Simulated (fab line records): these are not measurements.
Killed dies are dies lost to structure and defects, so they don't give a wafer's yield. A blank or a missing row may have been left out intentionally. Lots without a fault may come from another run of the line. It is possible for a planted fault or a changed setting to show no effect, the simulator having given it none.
fab line records	flow sky130
record: lots: 7	wafers: 21	lastDay: 50
route steps=708 shown LI_CONTACT@371 LOCAL_INTERCONNECT@387 PAD_OPEN@708
lots with no fault: from the same line, run without faults
startH: start of the lot's first displayed wafer, in hours after the record's first day	waitH: hours elapsed since this lot's preceding step	" the same as in the row above	L1.1+2: one row covering several wafers at once	- value missing, or start not given	* or withheld: withheld	< > ~ a bound
route shown NAME@n: NAME is a module with steps in the file, n the number in the route of the first one	usual: mean and standard deviation over wafers with no fault	same: alike in all rows	chamber/n: place in a boat	sites: the reading at each site	_std_site: the standard deviation of these	_edge_site: inner sites' mean taken away from outer sites' mean	radiusMm: how far each site lies from the wafer's centre	mask NAME#n: copy n	behind: the last tool/chamber to shape the wafer	hold: reason for holding the lot/hours on hold/outcome of the hold	device: transistor that didn't switch, given as n, p or np	end of line: at the end of the route, the tests of the same wafers	where a step has no rows: the recipe by itself	killed: the dies lost at the first sort to structure and to defects; this is not the yield of the wafer	map: per-die view of a wafer (x killed, . not killed, _ where there is no die)
set.NAME: setting as actually run; set.NAME@STEP: the setting as run at that earlier step	model.NAME: the simulator's own value behind a step, which no gauge read
lots at selected steps of the route; one table per step, one row per wafer
services: the hour from which a tool's chamber was out of use, counted from the record's first day as startH (under 0 if before that day), plus the number of hours and why
== steps ==
step: SKY_LI_CONTACT_EXPOSE_09
recipe: maskId: LICM1	na: 0.8	sourceShape: annular	sigmaInner: 0.55	sigmaOuter: 0.85	targetCdNm: 170	doseMj: 38
step: SKY_LI_CONTACT_PEB_10
recipe: pebTempC: withheld	pebTimeS: withheld	resist: KrF-thick
step: SKY_LI_CONTACT_DEVELOP_11
recipe: developTimeS: 60	resist: KrF-thick	devTempC: 21
step: SKY_LI_CONTACT_CD_MEAS_12
recipe: targetCdNm: 170
usual: cdNm: 169.5/1.3
lot.wafer	tool	chamber	startH	waitH	cdNm
L772.3	cdSem-01	-	700.35	-	170.4
L772.4	"	-	"	"	168.5
L772.5	"	-	"	"	171.7
L777.1	cdSem-02	-	747.56	-	169.1
L777.3	"	-	"	"	168.2
L777.4	"	-	"	"	169.5
L779.2	cdSem-02	-	758.50	-	169.1
L779.3	"	-	"	"	168.9
L779.4	"	-	"	"	169.1
L780.1	cdSem-01	-	767.35	-	170.1
L780.2	"	-	"	"	169.2
L780.6	"	-	"	"	169.5
L788.2	cdSem-01	-	826.17	-	170.3
L788.3	"	-	"	"	169.1
L788.6	"	-	"	"	169.0
L790.1	cdSem-02	-	831.90	-	170.6
L790.4	"	-	"	"	169.3
L790.6	"	-	"	"	169.3
L793.2	cdSem-02	-	869.58	-	171.3
L793.3	"	-	"	"	170.0
L793.5	"	-	"	"	169.3
step: SKY_LI_CONTACT_OVL_MEAS_13
usual: LI_CONTACT_OVL: -1/5.1
lot.wafer	tool	chamber	startH	waitH	LI_CONTACT_OVL[nm]
L772.3	overlay-01	-	700.44	0.1	-4
L772.4	"	-	"	"	-1
L772.5	"	-	"	"	-3
L777.1	overlay-01	-	747.68	0.1	-2
L777.3	"	-	"	"	0
L777.4	"	-	"	"	-1
L779.2	overlay-02	-	758.61	0.1	3
L779.3	"	-	"	"	4
L779.4	"	-	"	"	3
L780.1	overlay-02	-	767.47	0.1	-3
L780.2	"	-	"	"	5
L780.6	"	-	"	"	6
L788.2	overlay-02	-	826.28	0.1	-3
L788.3	"	-	"	"	-1
L788.6	"	-	"	"	-3
L790.1	overlay-01	-	832.02	0.1	2
L790.4	"	-	"	"	-13
L790.6	"	-	"	"	-9
L793.2	overlay-01	-	869.68	0.1	-2
L793.3	"	-	"	"	-8
L793.5	"	-	"	"	-4
step: SKY_LI_CONTACT_ETCH_14
recipe: chemistry: N2/H2	target: BARC	ionEnergyEv: 200	sourceW: 500	biasW: 100	pressureMtorr: 30	n2FlowSccm: 100	h2FlowSccm: 200	stopOn: SiO2	timeS: 45.9	targetDepthA: 600
usual: drypumpMotorCurrentA: 5.8/0.35	oesProductAu: 0.854/0.0047	throttleValvePct: 13.224/0.0089
lot.wafer	tool	chamber	startH	waitH	drypumpMotorCurrentA	oesProductAu	rfHoursCounterH	throttleValvePct
L772.3	rieDiel-04	3	700.46	0.0	5.6	0.858	4	13.222
L772.4	"	1	"	"	6.1	0.848	3	13.216
L772.5	"	3	"	"	5.6	0.855	-	13.231
L777.1	rieDiel-03	3	747.71	0.0	5.2	0.860	8	13.217
L777.3	"	2	"	"	6.0	0.855	30	13.232
L777.4	"	1	"	"	6.4	0.863	4	13.209
L779.2	rieDiel-01	2	758.64	0.0	5.5	0.858	12	13.218
L779.3	"	0	"	"	5.6	0.854	6	13.227
L779.4	"	1	"	"	5.4	0.847	21	13.219
L780.1	rieDiel-03	2	767.51	0.0	6.0	0.853	31	13.222
L780.2	"	1	"	"	6.5	0.852	5	13.229
L780.6	"	0	"	"	6.1	0.851	-	13.235
L788.2	rieDiel-01	0	826.31	0.0	5.6	0.853	8	13.219
L788.3	"	1	"	"	5.4	0.848	23	13.234
L788.6	"	1	"	"	5.4	0.848	-	13.230
L790.1	rieDiel-01	1	832.06	0.0	5.4	0.852	23	13.232
L790.4	"	0	"	"	5.5	0.847	8	13.203
L790.6	"	1	"	"	5.4	0.848	-	13.222
L793.2	rieDiel-04	0	869.71	0.0	5.9	0.852	15	13.229
L793.3	"	2	"	"	6.0	0.856	9	13.230
L793.5	"	1	"	"	6.1	0.860	-	13.227
step: SKY_LI_CONTACT_ETCH_15
recipe: target: PSG	chemistry: C4F8/O2/Ar	stopOn: Si	taperDeg: 4.15	maskMaterial: KrF-thick	sourceW: 1500	biasW: 1200	pressureMtorr: 40	c4f8FlowSccm: withheld	O2_flow_sccm: 6	Ar_flow_sccm: 300	timeS: withheld	targetDepthA: 6000
step: SKY_LI_CONTACT_STRIP_16
recipe: chemistry: O2/N2	powerW: 1400	pressureMtorr: 1500	platenTempC: withheld	o2FlowSccm: 3000	n2FlowSccm: 300	overashFraction: 0.5
usual: drypumpMotorCurrentA: 5.5/0.47	oesProductAu: 0.376/0.0046	stripTimeToEndpointS: 3.497/0.028
lot.wafer	tool	chamber	startH	waitH	drypumpMotorCurrentA	oesProductAu	rfHoursCounterH	stripTimeToEndpointS
L772.3	plasmaAsher-04	0	700.62	-	6.2	0.381	-	3.536
L772.4	"	1	"	"	4.8	0.382	-	3.514
L772.5	"	0	"	"	6.2	0.375	-	3.538
L777.1	plasmaAsher-01	0	747.84	-	5.7	0.380	63	3.475
L777.3	"	1	"	"	5.6	0.379	-	3.460
L777.4	"	0	"	"	5.7	0.367	-	3.502
L779.2	plasmaAsher-02	1	758.76	-	5.0	0.381	2	3.556
L779.3	"	0	"	"	5.8	0.373	-	3.491
L779.4	"	1	"	"	5.0	0.370	-	3.452
L780.1	plasmaAsher-01	1	767.64	-	5.6	0.376	65	3.489
L780.2	"	0	"	"	5.8	0.374	65	3.494
L780.6	"	0	"	"	5.7	0.381	-	3.510
L788.2	plasmaAsher-02	1	826.44	-	5.0	0.377	9	3.478
L788.3	"	0	"	"	5.9	0.369	-	3.450
L788.6	"	1	"	"	5.0	0.380	-	3.457
L790.1	plasmaAsher-01	0	832.19	-	5.7	0.369	72	3.447
L790.4	"	0	"	"	5.7	0.368	-	3.472
L790.6	"	0	"	"	5.7	0.381	-	3.447
L793.2	plasmaAsher-04	0	869.84	-	6.2	0.379	105	3.535
L793.3	"	1	"	"	4.8	0.374	-	3.521
L793.5	"	0	"	"	6.2	0.383	-	3.513
step: SKY_LI_CONTACT_CLEAN_17
recipe: chemistry: NMP	timeS: 600	tempC: 60	dry: n2Spin
step: SKY_LI_CONTACT_PRE_CLEAN_18
recipe: gas: Ar	timeS: 5.6	biasV: 358
step: SKY_LI_CONTACT_SPUTTER_19
recipe: material: Ti	targetThkNm: 20	chamberPressurePa: 5	powerW: 2500	substrateTempC: 200	timeS: 106.37
usual: throttleValvePct: 29.9/0.94
lot.wafer	tool	chamber	startH	waitH	throttleValvePct
L772.3	pvdSputter-01	-	700.88	0.0	29.9
L772.4	"	-	"	"	27.7
L772.5	"	-	"	"	30.6
L777.1	pvdSputter-03	-	748.13	0.0	30.6
L777.3	"	-	"	"	30.0
L777.4	"	-	"	"	30.0
L779.2	pvdSputter-03	-	759.06	0.0	30.2
L779.3	"	-	"	"	30.0
L779.4	"	-	"	"	30.4
L780.1	pvdSputter-01	-	767.95	0.0	30.0
L780.2	"	-	"	"	27.7
L780.6	"	-	"	"	27.9
L788.2	pvdSputter-01	-	826.73	0.0	30.0
L788.3	"	-	"	"	31.2
L788.6	"	-	"	"	29.8
L790.1	pvdSputter-01	-	832.50	0.0	30.0
L790.4	"	-	"	"	31.2
L790.6	"	-	"	"	30.1
L793.2	pvdSputter-02	-	870.15	0.0	30.3
L793.3	"	-	"	"	30.1
L793.5	"	-	"	"	31.5
step: SKY_LI_CONTACT_SPUTTER_20
recipe: material: TiN	targetThkNm: 20	chamberPressurePa: 5	powerW: 4000	timeS: 80
usual: throttleValvePct: 29.9/0.93
lot.wafer	tool	chamber	startH	waitH	throttleValvePct
L772.3	pvdSputter-01	-	700.96	0.0	30.0
L772.4	"	-	"	"	27.9
L772.5	"	-	"	"	30.2
L777.1	pvdSputter-03	-	748.21	0.0	30.9
L777.3	"	-	"	"	29.8
L777.4	"	-	"	"	30.2
L779.2	pvdSputter-03	-	759.13	0.0	29.9
L779.3	"	-	"	"	30.2
L779.4	"	-	"	"	30.3
L780.1	pvdSputter-01	-	768.02	0.0	30.3
L780.2	"	-	"	"	27.9
L780.6	"	-	"	"	27.8
L788.2	pvdSputter-01	-	826.81	0.0	30.1
L788.3	"	-	"	"	31.1
L788.6	"	-	"	"	29.9
L790.1	pvdSputter-01	-	832.57	0.0	30.2
L790.4	"	-	"	"	31.1
L790.6	"	-	"	"	30.3
L793.2	pvdSputter-02	-	870.23	0.0	30.2
L793.3	"	-	"	"	30.4
L793.5	"	-	"	"	31.2
step: SKY_LI_CONTACT_CVD_21
recipe: material: W	targetThkNm: 400	timeS: 120.56	tempC: 400	pressureTorr: 40
usual: heaterPowerW: 797/30
lot.wafer	tool	chamber	startH	waitH	heaterPowerW	model.W_of_LI_CONTACT_CVD_21.thkNm
L772.3	cvdW-02	0	701.06	0.1	824	404.6
L772.4	"	1	"	"	798	394
L772.5	"	0	"	"	808	403.3
L777.1	cvdW-01	0	748.27	0.0	755	499.6
L777.3	"	0	"	"	771	499.7
L777.4	"	1	"	"	826	501.6
L779.2	cvdW-01	1	759.20	0.0	813	503.2
L779.3	"	1	"	"	824	500.6
L779.4	"	0	"	"	747	507
L780.1	cvdW-01	0	768.08	0.0	759	501.6
L780.2	"	1	"	"	800	497.4
L780.6	"	1	"	"	792	499.3
L788.2	cvdW-02	1	826.87	0.0	829	401.7
L788.3	"	1	"	"	813	396.5
L788.6	"	1	"	"	809	396.3
L790.1	cvdW-01	0	832.64	0.0	757	397.6
L790.4	"	0	"	"	751	400.9
L790.6	"	1	"	"	817	402.7
L793.2	cvdW-02	0	870.29	0.0	840	402.7
L793.3	"	0	"	"	814	402.5
L793.5	"	0	"	"	832	406.7
step: SKY_LI_CONTACT_RS_MEAS_22
recipe: thkMeasGauge: four-point-probe	reads: W_of_LI_CONTACT_CVD_21+TiN_of_LI_CONTACT_SPUTTER_20+Ti_of_LI_CONTACT_SPUTTER_19
usual: LI_CONTACT_W_RS: 0.2841/0.0022
lot.wafer	tool	chamber	startH	waitH	LI_CONTACT_W_RS[ohm/sq]
L772.3	filmMetro-02	-	701.19	0.1	0.2816
L772.4	"	-	"	"	0.2896
L772.5	"	-	"	"	0.2828
L777.1	filmMetro-02	-	748.40	0.1	0.2279
L777.3	"	-	"	"	0.2278
L777.4	"	-	"	"	0.2268
L779.2	filmMetro-01	-	759.34	0.1	0.2265
L779.3	"	-	"	"	0.2276
L779.4	"	-	"	"	0.2246
L780.1	filmMetro-01	-	768.21	0.1	0.2268
L780.2	"	-	"	"	0.2291
L780.6	"	-	"	"	0.2281
L788.2	filmMetro-02	-	827.02	0.1	0.2828
L788.3	"	-	"	"	0.2875
L788.6	"	-	"	"	0.2879
L790.1	filmMetro-01	-	832.76	0.1	0.2872
L790.4	"	-	"	"	0.2844
L790.6	"	-	"	"	0.2833
L793.2	filmMetro-01	-	870.43	0.1	0.2827
L793.3	"	-	"	"	0.2828
L793.5	"	-	"	"	0.2799
step: SKY_LI_CONTACT_THK_MEAS_23
recipe: thkMeasGauge: xrf	reads: W_of_LI_CONTACT_CVD_21
usual: LI_CONTACT_W_THK: 385/5.6
lot.wafer	tool	chamber	startH	waitH	LI_CONTACT_W_THK[nm]
L772.3	filmMetro-02	-	701.29	0.1	381
L772.4	"	-	"	"	376
L772.5	"	-	"	"	382
L777.1	filmMetro-02	-	748.52	0.1	466
L777.3	"	-	"	"	465
L777.4	"	-	"	"	472
L779.2	filmMetro-01	-	759.45	0.1	488
L779.3	"	-	"	"	483
L779.4	"	-	"	"	492
L780.1	filmMetro-01	-	768.33	0.1	479
L780.2	"	-	"	"	473
L780.6	"	-	"	"	475
L788.2	filmMetro-02	-	827.13	0.1	382
L788.3	"	-	"	"	378
L788.6	"	-	"	"	377
L790.1	filmMetro-01	-	832.88	0.1	385
L790.4	"	-	"	"	391
L790.6	"	-	"	"	393
L793.2	filmMetro-01	-	870.54	0.1	394
L793.3	"	-	"	"	388
L793.5	"	-	"	"	397
step: SKY_LI_CONTACT_CMP_24
recipe: stopOn: PSG	tOverpolishS: 20	downForcePsi: 3.5	platenRpm: 60	targetThkNm: 0	padVelocityMS: 0.94248
usual: motorCurrentA: 10.9/1.3	retainingRingPressureFrac: 1.000/0.0056	timeToEndpointS: 96/3.2
lot.wafer	tool	chamber	startH	waitH	motorCurrentA	retainingRingPressureFrac	timeToEndpointS
L772.4	cmp-02	0	701.33	0.0	10.6	0.992	94
L772.3	"	1	"	"	8.1	0.996	97
L772.5	"	1	"	"	8.8	0.994	96
L777.4	cmp-02	2	748.88	0.3	10.9	1.000	122
L777.3	"	3	"	"	11.5	1.009	120
L777.1	"	0	"	"	10.7	1.003	123
L779.2	cmp-02	1	759.50	0.0	8.5	1.005	123
L779.4	"	3	"	"	10.8	1.007	115
L779.3	"	0	"	"	10.3	1.002	121
L780.1	cmp-01	2	768.39	0.1	13.2	1.004	124
L780.2	"	3	"	"	9.3	0.998	118
L780.6	"	3	"	"	10.2	1.007	121
L788.2	cmp-02	3	827.23	0.1	11.1	1.004	89
L788.3	"	0	"	"	10.7	1.000	91
L788.6	"	3	"	"	10.9	1.004	89
L790.4	cmp-01	3	832.94	0.0	9.2	1.004	99
L790.1	"	2	"	"	13.9	1.001	97
L790.6	"	0	"	"	11.6	0.994	99
L793.2	cmp-01	2	870.85	0.3	12.6	0.999	92
L793.3	"	3	"	"	9.6	1.004	92
L793.5	"	1	"	"	10.9	1.003	98
step: SKY_LOCAL_INTERCONNECT_SPUTTER_00
recipe: material: TiN	targetThkNm: 100	tempC: 300	powerW: 6500	timeS: 83.3	chamberPressurePa: 0.4
usual: throttleValvePct: 30.2/0.51
lot.wafer	tool	chamber	startH	waitH	throttleValvePct
L772.3	pvdSputter-04	-	701.63	0.2	30.1
L772.4	"	-	"	"	30.5
L772.5	"	-	"	"	30.3
L777.1	pvdSputter-04	-	749.18	0.1	30.2
L777.3	"	-	"	"	30.4
L777.4	"	-	"	"	29.4
L779.2	pvdSputter-03	-	759.80	0.2	30.1
L779.3	"	-	"	"	28.9
L779.4	"	-	"	"	30.2
L780.1	pvdSputter-02	-	768.69	0.2	30.2
L780.2	"	-	"	"	30.4
L780.6	"	-	"	"	30.5
L788.2	pvdSputter-03	-	827.48	0.2	30.2
L788.3	"	-	"	"	29.7
L788.6	"	-	"	"	29.4
L790.1	pvdSputter-02	-	833.24	0.1	31.2
L790.4	"	-	"	"	30.1
L790.6	"	-	"	"	30.0
L793.2	pvdSputter-04	-	871.05	0.1	29.3
L793.3	"	-	"	"	30.2
L793.5	"	-	"	"	29.6
step: SKY_PAD_OPEN_PROBE_99
usual: killed_at_M0_to_M3: 43/7.2	killed_at_M4_up: 3.0/2	killedAtContacts: 24/5.5	killedAtFrontEnd: 15/4.2	killedAtOther: 0.3/0.51	killedDies: 85/10	killedOnRim: 17/4	killedOpen: 46/7.3	killedShort: 38/6.4
same: grossDies: 492	killedAtBackSide: 0
lot.wafer	tool	chamber	startH	waitH	killed_at_M0_to_M3	killed_at_M4_up	killedAtContacts	killedAtFrontEnd	killedAtOther	killedDies	killedOnRim	killedOpen	killedShort
L772.3	prober-02	-	1093.48	0.2	48	6	26	17	0	97	14	46	51
L772.4	prober-02	-	1093.53	0.2	39	4	25	14	0	82	16	47	35
L772.5	prober-02	-	1093.58	0.2	40	6	21	19	1	87	19	46	41
L777.1	prober-02	-	1130.67	0.1	48	2	19	16	1	86	11	57	29
L777.3	prober-02	-	1130.77	0.2	42	6	14	14	0	76	16	41	35
L777.4	prober-02	-	1130.82	0.2	40	0	22	16	0	78	13	43	35
L779.2	prober-01	-	1139.27	0.1	44	1	20	20	0	85	12	48	37
L779.3	prober-01	-	1139.32	0.2	50	3	27	20	1	101	21	61	40
L779.4	prober-01	-	1139.37	0.2	52	1	24	18	1	96	21	58	38
L780.1	prober-01	-	1142.13	0.1	40	4	32	15	3	94	20	53	41
L780.2	prober-01	-	1142.18	0.1	44	3	33	14	0	94	28	51	43
L780.6	prober-01	-	1142.38	0.2	57	6	29	8	1	101	22	52	49
L788.2	prober-01	-	1182.27	0.1	23	1	18	11	0	53	10	27	26
L788.3	prober-01	-	1182.32	0.2	38	3	22	12	1	76	19	38	38
L788.6	prober-01	-	1182.47	0.2	41	0	24	12	0	77	18	42	35
L790.1	prober-01	-	1187.18	0.1	38	3	27	17	0	85	18	44	41
L790.4	prober-01	-	1187.33	0.2	34	3	19	12	1	69	12	40	29
L790.6	prober-01	-	1187.43	0.2	43	2	20	15	0	80	22	44	36
L793.2	prober-01	-	1211.03	0.1	42	3	25	14	1	85	14	46	39
L793.3	prober-01	-	1211.08	0.2	51	14	14	14	0	93	19	47	46
L793.5	prober-01	-	1211.18	0.2	54	3	16	21	0	94	12	48	46
killed by level:class
L772.3 VIA3:geometricParticle:open=11 LI_CONTACT:geometricParticle:open=9 VIA2:geometricParticle:open=9 FIELD_ISO:geometricParticle:short=8 CONTACT:geometricParticle:open=7 VIA3:geometricParticle:short=7 VIA2:geometricParticle:short=6 POLY_GATE:geometricParticle:short=5
L772.4 LI_CONTACT:geometricParticle:open=9 VIA3:geometricParticle:open=9 CONTACT:geometricParticle:open=9 VIA1:geometricParticle:open=6 VIA2:geometricParticle:open=5 LOCAL_INTERCONNECT:geometricParticle:short=4 VIA3:geometricParticle:short=4 METAL4:geometricParticle:short=4
L772.5 METAL2:geometricParticle:short=11 VIA3:geometricParticle:open=10 FIELD_ISO:geometricParticle:open=7 CONTACT:geometricParticle:open=7 VIA2:geometricParticle:open=7 LOCAL_INTERCONNECT:geometricParticle:short=6 FIELD_ISO:geometricParticle:short=4 VIA1:geometricParticle:open=4
L777.1 VIA1:geometricParticle:open=17 CONTACT:geometricParticle:open=11 VIA3:geometricParticle:open=9 FIELD_ISO:geometricParticle:short=5 FIELD_ISO:geometricParticle:open=5 LI_CONTACT:geometricParticle:open=5 VIA1:geometricParticle:short=5 METAL1:geometricParticle:short=5
L777.3 VIA1:geometricParticle:open=9 METAL1:geometricParticle:short=8 VIA1:geometricParticle:short=7 CONTACT:geometricParticle:open=6 VIA3:geometricParticle:open=6 POLY_GATE:geometricParticle:open=4 VIA2:geometricParticle:open=4 METAL4:geometricParticle:short=4
L777.4 VIA3:geometricParticle:open=10 FIELD_ISO:geometricParticle:short=9 VIA1:geometricParticle:open=8 LI_CONTACT:geometricParticle:open=7 CONTACT:geometricParticle:open=6 LI_CONTACT:geometricParticle:short=5 VIA1:geometricParticle:short=5 VIA2:geometricParticle:open=5
L779.2 VIA1:geometricParticle:open=12 LI_CONTACT:geometricParticle:open=9 METAL1:geometricParticle:short=9 VIA2:geometricParticle:open=7 FIELD_ISO:geometricParticle:short=6 CONTACT:geometricParticle:open=6 FIELD_ISO:geometricParticle:open=4 POLY_GATE:geometricParticle:short=4
L779.3 VIA1:geometricParticle:open=13 CONTACT:geometricParticle:open=11 LI_CONTACT:geometricParticle:open=8 VIA2:geometricParticle:open=7 FIELD_ISO:geometricParticle:open=6 METAL1:geometricParticle:short=6 VIA3:geometricParticle:short=6 LOCAL_INTERCONNECT:geometricParticle:short=5
L779.4 VIA1:geometricParticle:open=19 LI_CONTACT:geometricParticle:open=9 CONTACT:geometricParticle:open=6 VIA1:geometricParticle:short=6 FIELD_ISO:geometricParticle:short=5 VIA2:geometricParticle:open=5 VIA2:geometricParticle:short=4 VIA3:geometricParticle:open=4
L780.1 CONTACT:geometricParticle:open=14 VIA2:geometricParticle:open=12 VIA1:geometricParticle:open=9 LOCAL_INTERCONNECT:geometricParticle:short=6 VIA1:geometricParticle:short=6 CONTACT:geometricParticle:short=5 POLY_GATE:geometricParticle:open=4 LI_CONTACT:geometricParticle:open=4
L780.2 CONTACT:geometricParticle:open=15 VIA1:geometricParticle:open=12 LOCAL_INTERCONNECT:geometricParticle:short=8 METAL2:geometricParticle:short=7 VIA2:geometricParticle:open=7 POLY_GATE:geometricParticle:short=5 VIA2:geometricParticle:short=5 POLY_GATE:geometricParticle:open=4
L780.6 VIA1:geometricParticle:open=10 VIA2:geometricParticle:open=10 METAL2:geometricParticle:short=9 LI_CONTACT:geometricParticle:open=8 CONTACT:geometricParticle:open=8 CONTACT:geometricParticle:short=7 LOCAL_INTERCONNECT:geometricParticle:short=5 METAL1:geometricParticle:short=5
L788.2 VIA1:geometricParticle:open=7 LI_CONTACT:geometricParticle:open=5 LI_CONTACT:geometricParticle:short=4 CONTACT:geometricParticle:open=4 VIA3:geometricParticle:open=4 POLY_GATE:geometricParticle:short=3 CONTACT:geometricParticle:short=3 METAL1:geometricParticle:short=3
L788.3 LI_CONTACT:geometricParticle:open=9 CONTACT:geometricParticle:open=7 FIELD_ISO:geometricParticle:short=6 VIA1:geometricParticle:open=6 METAL2:geometricParticle:short=6 VIA3:geometricParticle:open=5 METAL3:geometricParticle:short=4 VIA2:geometricParticle:open=3
L788.6 VIA1:geometricParticle:open=11 LI_CONTACT:geometricParticle:open=8 METAL1:geometricParticle:short=7 CONTACT:geometricParticle:open=6 CONTACT:geometricParticle:short=5 VIA2:geometricParticle:open=4 METAL3:geometricParticle:short=4 FIELD_ISO:geometricParticle:short=3
L790.1 CONTACT:geometricParticle:open=11 VIA1:geometricParticle:open=9 VIA3:geometricParticle:open=7 POLY_GATE:geometricParticle:open=6 POLY_GATE:geometricParticle:short=5 CONTACT:geometricParticle:short=5 VIA3:geometricParticle:short=5 METAL2:geometricParticle:short=5
L790.4 VIA1:geometricParticle:open=7 VIA3:geometricParticle:open=7 METAL2:geometricParticle:short=6 LI_CONTACT:geometricParticle:open=5 LOCAL_INTERCONNECT:geometricParticle:short=5 CONTACT:geometricParticle:open=5 VIA2:geometricParticle:open=4 FIELD_ISO:geometricParticle:open=3
L790.6 VIA3:geometricParticle:open=8 CONTACT:geometricParticle:open=6 CONTACT:geometricParticle:short=6 METAL1:geometricParticle:short=6 METAL2:geometricParticle:short=6 VIA2:geometricParticle:open=6 POLY_GATE:geometricParticle:open=5 LI_CONTACT:geometricParticle:open=5
L793.2 CONTACT:geometricParticle:open=14 VIA1:geometricParticle:open=12 POLY_GATE:geometricParticle:short=8 VIA2:geometricParticle:open=5 VIA1:geometricParticle:short=5 VIA3:geometricParticle:open=5 METAL2:geometricParticle:short=4 LOCAL_INTERCONNECT:geometricParticle:short=4
L793.3 VIA1:geometricParticle:open=12 METAL4:geometricParticle:short=10 VIA3:geometricParticle:open=7 CONTACT:geometricParticle:open=7 VIA2:geometricParticle:open=6 VIA1:geometricParticle:short=5 POLY_GATE:geometricParticle:short=5 VIA2:geometricParticle:short=5
L793.5 VIA1:geometricParticle:open=12 METAL1:geometricParticle:short=9 CONTACT:geometricParticle:open=8 VIA2:geometricParticle:open=8 FIELD_ISO:geometricParticle:open=6 POLY_GATE:geometricParticle:short=5 VIA1:geometricParticle:short=5 FIELD_ISO:geometricParticle:short=4
== services ==
tool	chamber	startH	hours	kind
pvdSputter-01	-	709.67	1.0	repair
rieDiel-03	2	713.00	15.5	repair
cvdW-01	-	718.92	2.8	pm
rieDiel-01	3	720.96	4.1	repair
cmp-02	-	721.41	14.2	pm
pvdSputter-03	-	731.37	4.5	repair
cmp-01	-	735.61	7.7	pm
cvdW-02	-	735.80	0.9	repair
cmp-01	-	746.08	4.0	pm
cvdW-02	-	759.47	6.9	pm
plasmaAsher-01	-	768.38	1.5	repair
rieDiel-01	3	800.76	3.4	repair
rieDiel-01	-	810.63	2.8	pm
cmp-02	-	811.74	2.0	repair
pvdSputter-04	-	812.25	5.8	repair
rieDiel-01	1	814.47	7.6	repair
pvdSputter-03	-	814.58	1.2	repair
cmp-01	-	816.59	2.8	repair
rieDiel-01	-	817.64	4.3	pm
pvdSputter-04	-	859.06	4.7	repair
plasmaAsher-01	-	859.13	0.9	repair
plasmaAsher-01	-	864.60	0.7	repair
pvdSputter-01	-	867.88	12.1	repair
cmp-02	-	868.57	4.8	pm
== key ==
firstSign: step: SKY_LI_CONTACT_RS_MEAS_22	reading: LI_CONTACT_W_RS	direction: down	sigmas: 26	usual: 0.2841	struck: 0.2272
effect: step: SKY_LI_CONTACT_THK_MEAS_23	reading: LI_CONTACT_W_THK	direction: up	sigmas: 16	usual: 385	struck: 477
effect: step: SKY_LI_CONTACT_CMP_24	reading: timeToEndpointS	direction: up	sigmas: 7.6	usual: *	struck: *
modelEffect: step: SKY_LI_CONTACT_CVD_21	value: W_of_LI_CONTACT_CVD_21.thkNm	without: 399.7	struck: 501.1
metAt SKY_LI_CONTACT_CVD_21
struckWafers L777.1,L777.3,L777.4,L779.2,L779.3,L779.4,L780.1,L780.2,L780.6
testerLeftOut L777,L779,L780
fault: kind: processParameterDrift	tool: cvdW-01	chamber: -	onsetH: 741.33	steps: SKY_LI_CONTACT_CVD_21	channel: targetThkNm	offset: 101.45	shape: step	endH: 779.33	actsIn: theseRecipesOnly	stated: 400
testerLeftOut: of these lots the tester's yield and bins aren't shown, on N5 and GAA mostly nor the transistor test; their killed dies are dies lost to structure and defects alone, not to doping, threshold or leakage, so they don't give the yield
